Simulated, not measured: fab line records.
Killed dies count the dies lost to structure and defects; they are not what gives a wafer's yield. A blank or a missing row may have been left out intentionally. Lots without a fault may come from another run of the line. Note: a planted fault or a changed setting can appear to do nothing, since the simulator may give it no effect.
Problem report in the 8D (eight disciplines) form, filled by code -- flow sky130 -- the parts of the form that need people (team, actions taken, sign-off) are left out

## 1. PROBLEM STATEMENT
Across 9 wafers from 3 lots, LDD_LDN_TW at SKY_LDD_LDN_TW_MEAS_13 averages 1345, while fault-free wafers read 1470 with a standard deviation of 10. That puts it -13 standard deviations away from the usual mean.
The first sign was on wafer L648.3 at day 27 05:19, on filmMetro-03. At this step, 45 wafers from 15 lots have a number in the record. Rule for "out" (also "out of limits"): further than 4 standard deviations from the usual mean. Any other wafer with a number is counted as sound.

## 2. WHAT THIS IS AND IS NOT
question,is,is not
which readings at this step,LDD_LDN_TW,-
which lots,"L648, L650, L651","L639, L640, L641, L642, L643, L645, L646, L652, L654, L659, L660, L661"
which wafers of those lots,all that have a number,-
read on which gauges,"filmMetro-01, filmMetro-03",filmMetro-02
when,from day 27 05:19,"up to then (21 sound wafers); but 15 sound wafers of L652, L654, L659, L660, L661 came after"

## 3. WHAT RULES OUT EACH SUSPECT
Counting: any tool at a process step up to the reading is kept as a suspect provided that every lot that is out went through it and no sound lot did after the first of them.
- the gauge at SKY_LDD_LDN_TW_MEAS_13 is ruled out. Those wafers that are out were read across 2 gauges (filmMetro-01, filmMetro-03).
- implanter-01 at SKY_LDD_LDN_IMPLANT_10: ruled out as a lasting fault. Sound lots L652, L660, L659 ran on it after its first lot that is out, L648 (day 27 04:56).
Left after counting: nothing in the record.

## 4. THE CAUSE (what the simulator had put in)
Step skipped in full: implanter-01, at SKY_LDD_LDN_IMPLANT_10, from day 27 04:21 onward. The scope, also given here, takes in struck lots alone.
The count ruled it out by mistake, since the rule takes a fault to strike every lot its tool runs from the start of the fault on, and this one did not do so.

## 5. THE CHAIN OF EFFECTS, in route order
Each row: a reading whose mean over the struck wafers that have a number lies more than 3 standard deviations from the usual. Scope: only readings with a usual standard deviation given in the record; hours: median across lots of the time from each lot's start at the first step in this table that gives one to its start at this step; sigmas: change in usual standard deviations.
hours,step,reading,usual,on struck wafers,change,sigmas
0,SKY_LDD_LDN_TW_MEAS_13,LDD_LDN_TW,1470,1345,-125,-13
Readings that are blank on the struck wafers while sound wafers have them: beamEnergyKeV at SKY_LDD_LDN_IMPLANT_10; beamOnS at SKY_LDD_LDN_IMPLANT_10; faradayCurrentUA at SKY_LDD_LDN_IMPLANT_10.

## 6. HOW IT WOULD HAVE BEEN CAUGHT EARLIER
In this record the first reading out of limits at a measuring or inspecting step was taken at day 27 05:19, 1 hour after the fault began at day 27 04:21.
At SKY_LDD_LDN_IMPLANT_10 the tool's readings are blank on the struck wafers, where sound wafers have them: an empty tool record is the first sign, and it was there at once.
